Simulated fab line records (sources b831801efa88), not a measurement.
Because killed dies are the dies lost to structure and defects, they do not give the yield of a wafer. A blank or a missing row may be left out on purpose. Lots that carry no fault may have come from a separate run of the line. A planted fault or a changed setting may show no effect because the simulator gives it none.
fab line records -- flow sfq_line
record lots=14, wafers=42, last_day=92
route steps=325 shown L0V@26 M2@99 I6@269 M8@318
lots that met no fault: taken from a fault-free run of the same line
start_h: hours from the record's opening day to when the first of the lot's shown wafers began -- wait_h: hours from the lot's prior step to this one -- " repeats the value in the row above -- L1.1+2: several wafers, shown together as one row -- - no value, or no start given -- * or withheld: withheld -- < > ~ a bound
route shown NAME@n: NAME is a module with steps in the file, n the number in the route of the first one -- usual: mean/standard deviation taken from wafers without a fault -- same: alike in all rows -- chamber/n: place in a boat -- sites: the reading at each site -- _std_site: the standard deviation of these -- _edge_site: inner sites' mean taken away from outer sites' mean -- radius_mm: how far each site lies from the wafer's centre -- mask NAME#n: copy n -- behind: tool/chamber where the wafer was last shaped -- hold: what put the lot on hold/how long, in hours/how the hold closed -- device: whichever transistor did not switch (one of n, p or np) -- end of line: at the end of the route, the tests of the same wafers -- a step without rows: its recipe alone -- killed: dies lost to structure and defects at the first sort, not the wafer's yield -- map: per-die view of a wafer (x killed, . not killed, _ where there is no die)
set.NAME: the setting as run; set.NAME@STEP: as run at that earlier step -- model.NAME: the simulator's own value behind a step, which no gauge read
steps of the route over a sample of lots; a table a step, a row a wafer
services: from which hour (start_h, from the record's first day; less than 0 if before it) a tool's chamber was out of use, for how many hours, and why
## steps
# step SFQ_TRILAYER_L0_VIA_STRIP_STRIP_017
# recipe gas=O2, power_w=200, platen_temp_c=40, overash_fraction=0.65, chemistry=O2, pressure_mtorr=50
# usual chamber_pressure_mTorr=50.00/0.043, drypump_motor_current_A=5.2/0.32, oes_product_au=1.001/0.012
lot.wafer,tool,chamber,start_h,wait_h,chamber_pressure_mTorr,drypump_motor_current_A,oes_product_au,rf_hours_counter_h
L164.1,rie_metal-02,0,90.98,-,49.99,5.7,1.000,125
L164.3,rie_metal-02,1,90.98,-,49.96,4.7,0.999,-
L164.5,rie_metal-02,1,90.98,-,50.06,4.7,1.008,-
L165.3,rie_metal-04,0,97.38,-,50.03,5.1,1.025,-
L165.4,rie_metal-04,0,97.38,-,50.01,5.1,1.027,-
L165.6,rie_metal-04,0,97.38,-,49.99,5.0,1.029,-
L169.2,rie_metal-04,1,116.18,-,39.99,5.3,0.989,139
L169.3,rie_metal-04,0,116.18,-,40.04,5.0,1.013,-
L169.4,rie_metal-04,1,116.18,-,39.97,5.3,0.995,-
L171.3,rie_metal-04,0,132.08,-,40.02,5.1,1.011,-
L171.5,rie_metal-04,1,132.08,-,39.98,5.3,1.000,-
L171.6,rie_metal-04,0,132.08,-,39.98,5.1,1.016,-
L175.2,rie_metal-03,1,154.68,-,49.97,5.5,1.000,103
L175.3,rie_metal-03,0,154.68,-,50.02,5.3,0.992,-
L175.5,rie_metal-03,0,154.68,-,49.96,5.3,1.002,-
L177.2,rie_metal-02,1,169.85,-,49.99,4.7,0.993,168
L177.3,rie_metal-02,0,169.85,-,49.98,5.7,0.982,-
L177.5,rie_metal-02,0,169.85,-,50.03,5.7,0.985,-
L178.2,rie_metal-02,1,176.85,-,50.01,4.7,1.000,170
L178.5,rie_metal-02,0,176.85,-,49.93,5.7,0.989,-
L178.6,rie_metal-02,1,176.85,-,49.99,4.7,0.997,-
L180.1,rie_metal-02,0,184.05,-,50.05,5.7,1.000,140
L180.4,rie_metal-02,1,184.05,-,49.96,4.7,0.997,-
L180.6,rie_metal-02,0,184.05,-,49.95,5.7,0.983,-
L181.2,rie_metal-02,1,199.65,-,50.06,4.7,0.998,174
L181.5,rie_metal-02,0,199.65,-,50.02,5.7,1.000,-
L181.6,rie_metal-02,1,199.65,-,49.93,4.7,1.005,-
L182.3,rie_metal-02,1,204.65,-,50.09,4.7,0.998,-
L182.4,rie_metal-02,0,204.65,-,50.02,5.7,0.993,-
L182.6,rie_metal-02,1,204.65,-,50.02,4.7,0.993,-
L183.1,rie_metal-03,0,211.65,-,49.93,5.3,0.996,195
L183.5,rie_metal-03,0,211.65,-,49.98,5.2,1.000,-
L183.6,rie_metal-03,1,211.65,-,50.03,5.5,1.008,-
L184.2,rie_metal-04,0,220.05,-,50.01,5.1,1.027,24
L184.3,rie_metal-04,0,220.05,-,49.93,5.1,1.016,-
L184.5,rie_metal-04,1,220.05,-,49.97,5.3,0.996,-
L185.2,rie_metal-04,1,308.24,-,49.96,5.3,0.983,-
L185.4,rie_metal-04,1,308.24,-,49.97,5.3,0.988,-
L185.6,rie_metal-04,1,308.24,-,50.03,5.3,0.992,-
L187.1,rie_metal-03,0,328.44,-,50.03,5.2,0.992,9
L187.2,rie_metal-03,1,328.44,-,50.08,5.5,1.017,136
L187.6,rie_metal-03,1,328.44,-,49.91,5.5,1.005,-
# step SFQ_TRILAYER_M2_BARC_OPEN_METAL_ETCH_077
# recipe mask_material=PR, chemistry=O2, target_depth_nm=125, target=BARC, icp_w=600, bias_w=80, pressure_mtorr=10, time_s=41.7
# usual drypump_motor_current_A=5.38/0.26, oes_product_au=0.685/0.0042
lot.wafer,tool,chamber,start_h,wait_h,drypump_motor_current_A,oes_product_au,rf_hours_counter_h
L164.1,rie_metal-01,1,359.61,0.0,5.38,0.678,97
L164.3,rie_metal-01,1,359.61,0.0,5.37,0.683,-
L164.5,rie_metal-01,0,359.61,0.0,5.84,0.679,-
L165.3,rie_metal-04,1,386.07,0.0,5.30,0.683,-
L165.4,rie_metal-04,0,386.07,0.0,5.06,0.697,-
L165.6,rie_metal-04,0,386.07,0.0,5.05,0.679,-
L169.2,rie_metal-01,0,639.92,0.0,5.79,0.695,106
L169.3,rie_metal-01,1,639.92,0.0,5.38,0.682,-
L169.4,rie_metal-01,0,639.92,0.0,5.87,0.685,-
L171.3,rie_metal-04,1,672.85,0.0,5.33,0.685,-
L171.5,rie_metal-04,0,672.85,0.0,5.05,0.689,-
L171.6,rie_metal-04,1,672.85,0.0,5.30,0.688,-
L175.2,rie_metal-04,0,717.23,0.0,5.06,0.693,100
L175.3,rie_metal-04,1,717.23,0.0,5.27,0.682,-
L175.5,rie_metal-04,1,717.23,0.0,5.30,0.690,-
L177.2,rie_metal-03,0,750.83,0.0,5.23,0.683,49
L177.3,rie_metal-03,1,750.83,0.0,5.51,0.689,-
L177.5,rie_metal-03,1,750.83,0.0,5.53,0.687,-
L178.2,rie_metal-01,0,759.22,0.0,5.82,0.685,125
L178.5,rie_metal-01,1,759.22,0.0,5.40,0.690,-
L178.6,rie_metal-01,0,759.22,0.0,5.87,0.681,-
L180.1,rie_metal-03,1,774.82,0.0,5.53,0.682,45
L180.4,rie_metal-03,0,774.82,0.0,5.25,0.686,-
L180.6,rie_metal-03,1,774.82,0.0,5.52,0.689,-
L181.2,rie_metal-04,1,776.02,0.0,5.29,0.684,59
L181.5,rie_metal-04,0,776.02,0.0,5.04,0.685,-
L181.6,rie_metal-04,1,776.02,0.0,5.26,0.682,-
L182.3,rie_metal-01,1,779.64,0.0,5.39,0.680,-
L182.4,rie_metal-01,0,779.64,0.0,5.75,0.683,-
L182.6,rie_metal-01,1,779.64,0.0,5.40,0.688,-
L183.1,rie_metal-01,1,782.41,0.0,5.38,0.683,4
L183.5,rie_metal-01,1,782.41,0.0,5.38,0.679,-
L183.6,rie_metal-01,0,782.41,0.0,5.81,0.680,-
L184.2,rie_metal-03,0,786.01,0.0,5.22,0.689,55
L184.3,rie_metal-03,1,786.01,0.0,5.52,0.687,-
L184.5,rie_metal-03,0,786.01,0.0,5.25,0.686,-
L185.2,rie_metal-01,0,789.61,0.0,5.82,0.689,131
L185.4,rie_metal-01,1,789.61,0.0,5.36,0.690,-
L185.6,rie_metal-01,0,789.61,0.0,5.85,0.685,-
L187.1,rie_metal-03,1,800.21,0.0,5.53,0.681,50
L187.2,rie_metal-03,0,800.21,0.0,5.25,0.683,58
L187.6,rie_metal-03,0,800.21,0.0,5.26,0.681,-
# step SFQ_TRILAYER_I6_METRO_MEASURE_167
# usual thk_nm=200.1/1.1
lot.wafer,tool,chamber,start_h,wait_h,thk_nm
L164.1,film_metro-02,-,1840.48,0.1,200.3
L164.3,film_metro-02,-,1840.48,0.1,199.4
L164.5,film_metro-02,-,1840.48,0.1,199.7
L165.3,film_metro-01,-,1842.66,0.5,201.9
L165.4,film_metro-01,-,1842.66,0.5,200.4
L165.6,film_metro-01,-,1842.66,0.5,200.0
L169.2,film_metro-03,-,1851.69,0.3,197.7
L169.3,film_metro-03,-,1851.69,0.3,201.0
L169.4,film_metro-03,-,1851.69,0.3,200.4
L171.3,film_metro-01,-,1857.89,0.5,201.9
L171.5,film_metro-01,-,1857.89,0.5,203.1
L171.6,film_metro-01,-,1857.89,0.5,200.4
L175.2,film_metro-03,-,1864.68,0.3,198.9
L175.3,film_metro-03,-,1864.68,0.3,200.1
L175.5,film_metro-03,-,1864.68,0.3,200.3
L177.2,film_metro-03,-,1873.75,0.3,199.7
L177.3,film_metro-03,-,1873.75,0.3,201.6
L177.5,film_metro-03,-,1873.75,0.3,200.6
L178.2,film_metro-03,-,1879.77,0.3,199.9
L178.5,film_metro-03,-,1879.77,0.3,200.2
L178.6,film_metro-03,-,1879.77,0.3,200.4
L180.1,film_metro-01,-,1894.74,0.1,200.9
L180.4,film_metro-01,-,1894.74,0.1,200.4
L180.6,film_metro-01,-,1894.74,0.1,200.6
L181.2,film_metro-02,-,1900.94,0.3,200.1
L181.5,film_metro-02,-,1900.94,0.3,200.1
L181.6,film_metro-02,-,1900.94,0.3,199.9
L182.3,film_metro-01,-,1903.54,0.5,201.5
L182.4,film_metro-01,-,1903.54,0.5,202.0
L182.6,film_metro-01,-,1903.54,0.5,200.6
L183.1,film_metro-03,-,1907.94,0.1,200.9
L183.5,film_metro-03,-,1907.94,0.1,199.4
L183.6,film_metro-03,-,1907.94,0.1,201.7
L184.2,film_metro-01,-,1915.93,0.3,199.6
L184.3,film_metro-01,-,1915.93,0.3,200.8
L184.5,film_metro-01,-,1915.93,0.3,198.7
L185.2,film_metro-03,-,1917.55,0.3,200.2
L185.4,film_metro-03,-,1917.55,0.3,201.8
L185.6,film_metro-03,-,1917.55,0.3,199.9
L187.1,film_metro-03,-,1924.40,0.1,199.4
L187.2,film_metro-03,-,1924.40,0.1,199.3
L187.6,film_metro-03,-,1924.40,0.1,199.5
# step SFQ_M8_OVL_MEAS_948
# usual M8_OVL=0/6.1
lot.wafer,tool,chamber,start_h,wait_h,M8_OVL[nm]
L164.1,overlay-01,-,2048.64,0.1,2
L164.3,overlay-01,-,2048.64,0.1,5
L164.5,overlay-01,-,2048.64,0.1,5
L165.3,overlay-02,-,2052.26,0.1,5
L165.4,overlay-02,-,2052.26,0.1,6
L165.6,overlay-02,-,2052.26,0.1,7
L169.2,overlay-02,-,2064.25,0.1,-13
L169.3,overlay-02,-,2064.25,0.1,-7
L169.4,overlay-02,-,2064.25,0.1,-10
L171.3,overlay-02,-,2152.56,0.1,3
L171.5,overlay-02,-,2152.56,0.1,7
L171.6,overlay-02,-,2152.56,0.1,4
L175.2,overlay-01,-,2160.96,0.1,-3
L175.3,overlay-01,-,2160.96,0.1,3
L175.5,overlay-01,-,2160.96,0.1,-11
L177.2,overlay-01,-,2170.56,0.1,4
L177.3,overlay-01,-,2170.56,0.1,5
L177.5,overlay-01,-,2170.56,0.1,-1
L178.2,overlay-01,-,2177.76,0.1,6
L178.5,overlay-01,-,2177.76,0.1,9
L178.6,overlay-01,-,2177.76,0.1,0
L180.1,overlay-02,-,2183.75,0.1,-7
L180.4,overlay-02,-,2183.75,0.1,1
L180.6,overlay-02,-,2183.75,0.1,-2
L181.2,overlay-01,-,2187.36,0.1,-1
L181.5,overlay-01,-,2187.36,0.1,-3
L181.6,overlay-01,-,2187.36,0.1,2
L182.3,overlay-02,-,2190.96,0.1,9
L182.4,overlay-02,-,2190.96,0.1,5
L182.6,overlay-02,-,2190.96,0.1,1
L183.1,overlay-01,-,2198.15,0.1,4
L183.5,overlay-01,-,2198.15,0.1,1
L183.6,overlay-01,-,2198.15,0.1,-1
L184.2,overlay-02,-,2202.96,0.1,-4
L184.3,overlay-02,-,2202.96,0.1,-1
L184.5,overlay-02,-,2202.96,0.1,-3
L185.2,overlay-01,-,2206.34,0.1,8
L185.4,overlay-01,-,2206.34,0.1,11
L185.6,overlay-01,-,2206.34,0.1,9
L187.1,overlay-01,-,2213.54,0.1,1
L187.2,overlay-01,-,2213.54,0.1,-3
L187.6,overlay-01,-,2213.54,0.1,-5
## services
tool,chamber,start_h,hours,kind
rie_metal-04,-,69.44,14.6,pm
rie_metal-04,1,89.70,10.1,repair
film_metro-03,-,134.63,0.7,pm
film_metro-03,-,182.41,0.4,pm
rie_metal-04,1,229.75,10.0,repair
film_metro-03,-,251.58,1.4,pm
rie_metal-04,-,264.76,1.7,repair
rie_metal-04,0,304.58,3.6,repair
rie_metal-03,-,337.71,0.3,repair
film_metro-03,-,380.57,1.9,pm
rie_metal-04,-,445.66,0.7,repair
rie_metal-04,-,464.35,1.4,pm
rie_metal-04,-,514.39,0.5,repair
rie_metal-04,1,735.32,6.8,repair
rie_metal-04,0,943.20,3.1,repair
rie_metal-04,0,961.39,12.6,repair
rie_metal-04,-,1049.93,2.8,pm
rie_metal-04,-,1207.02,4.3,pm
rie_metal-04,0,1233.16,23.5,repair
rie_metal-04,0,1298.26,12.6,repair
rie_metal-04,-,1361.15,0.5,repair
rie_metal-04,-,1559.62,0.7,repair
rie_metal-04,-,1887.24,1.9,repair
rie_metal-04,1,1889.41,12.1,repair
## key
first_sign step=SFQ_TRILAYER_L0_VIA_STRIP_STRIP_017, reading=chamber_pressure_mTorr, direction=down, sigmas=99+, usual=50.00, struck=40.00
effect none on later readings
met_at SFQ_TRILAYER_L0_VIA_STRIP_STRIP_017
struck_lots L169,L171
not_acting_at SFQ_TRILAYER_M2_BARC_OPEN_METAL_ETCH_077,SFQ_TRILAYER_I6_METRO_MEASURE_167,SFQ_M8_OVL_MEAS_948
onset_between 97.38 116.18
fault kind=process_parameter_drift, tool=rie_metal-04, chamber=-, onset_h=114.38, steps=SFQ_TRILAYER_L0_VIA_STRIP_STRIP_017, channel=pressure_mtorr, offset=-10, shape=step, end_h=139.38, acts_in=these_recipes_only, stated=50
